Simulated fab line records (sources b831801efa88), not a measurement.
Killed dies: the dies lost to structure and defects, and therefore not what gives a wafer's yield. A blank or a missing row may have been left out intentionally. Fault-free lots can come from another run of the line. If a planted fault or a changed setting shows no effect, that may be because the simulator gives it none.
One fault seen from 2 desks | flow sky130 | every desk sees just its own numbers, and what lay behind them comes last

== AT THE METROLOGY DESK ==
Lot by lot, what the gauges showed, no matter which tool ran the lot: averages of those sampled wafers that carry a number. The brackets show how far a lot's mean lies from the usual mean; more than 4 standard deviations puts the lot out of limits, marked OUT.
Columns: A = VIA3_OVL at SKY_VIA3_OVL_MEAS_13, usual 0 nm; B = CAP2M_CVD_00_THK at SKY_CAP2M_THK_MEAS_01, usual 15.55 nm; C = CAP2M_OVL at SKY_CAP2M_OVL_MEAS_12, usual 1.2 nm
lot  | first seen here | A  | B               | C
L166 | day 39 15:00    | -8 | 15.31           | 0.1
L167 | day 40 00:50    | 3  | 15.63           | 1.8
L168 | day 40 09:49    | 1  | 15.42           | 0.5
L169 | day 40 20:42    | -3 | 15.65           | 2.4
L170 | day 40 22:28    | 2  | 15.68           | 0.8
L172 | day 41 16:08    | 5  | 15.55           | 2.2
L173 | day 41 21:55    | 5  | 15.87           | -0.3
L176 | day 42 15:54    | 7  | 20.26 (+22) OUT | 1.1
L177 | day 43 03:12    | 2  | 18.13 (+12) OUT | 0.1
L185 | day 45 01:35    | -4 | 15.44           | -0.1
L187 | day 45 19:11    | 1  | 15.41           | 2.5
L189 | day 46 09:02    | -6 | 15.35           | 0.3
This desk finds L176, L177 out of limits, with the earliest case on L176 at day 42 17:32 (CAP2M_CVD_00_THK at SKY_CAP2M_THK_MEAS_01). In limits: L166, L167, L168, L169, L170, L172, L173, L185, L187, L189.

== DESK OF THE TOOL OWNER: pecvd-02 ==
The tool's own readings at SKY_CAP2M_CVD_00 (deposits SiO2, target thk 15.5 nm): means of the sampled wafers that have a number, for each lot that ran on this tool. The brackets show how far a lot's mean lies from the usual mean; more than 4 standard deviations puts the lot out of limits, marked OUT.
Columns: A = heater_power_outer_w at SKY_CAP2M_CVD_00, usual 463 W; B = heater_power_w at SKY_CAP2M_CVD_00, usual 783 W
lot  | first seen here | A   | B
L169 | day 40 22:17    | 481 | 794
L173 | day 41 23:30    | 491 | 816
L176 | day 42 17:30    | 510 | 837
L177 | day 43 04:58    | 475 | 787
This desk's verdict: no lot among the 4 shows anything out of limits.

== BROUGHT TOGETHER ==
At day 42 17:32 the metrology desk could have sounded an alarm, on L176, L177.
Nothing out of limits was seen by the tool owner's desk.
Tool owner's desk: L176, L177 on record, inside its limits.
Every lot named ran SKY_CAP2M_CVD_00 on pecvd-02.

== WHAT HAD BEEN PUT IN BY THE SIMULATOR ==
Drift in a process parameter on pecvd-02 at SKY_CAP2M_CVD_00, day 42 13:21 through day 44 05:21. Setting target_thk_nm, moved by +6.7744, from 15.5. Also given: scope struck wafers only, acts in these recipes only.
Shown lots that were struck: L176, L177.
Per desk, hours elapsed from the start of the fault to the first reading out of limits: for the metrology desk, 4.
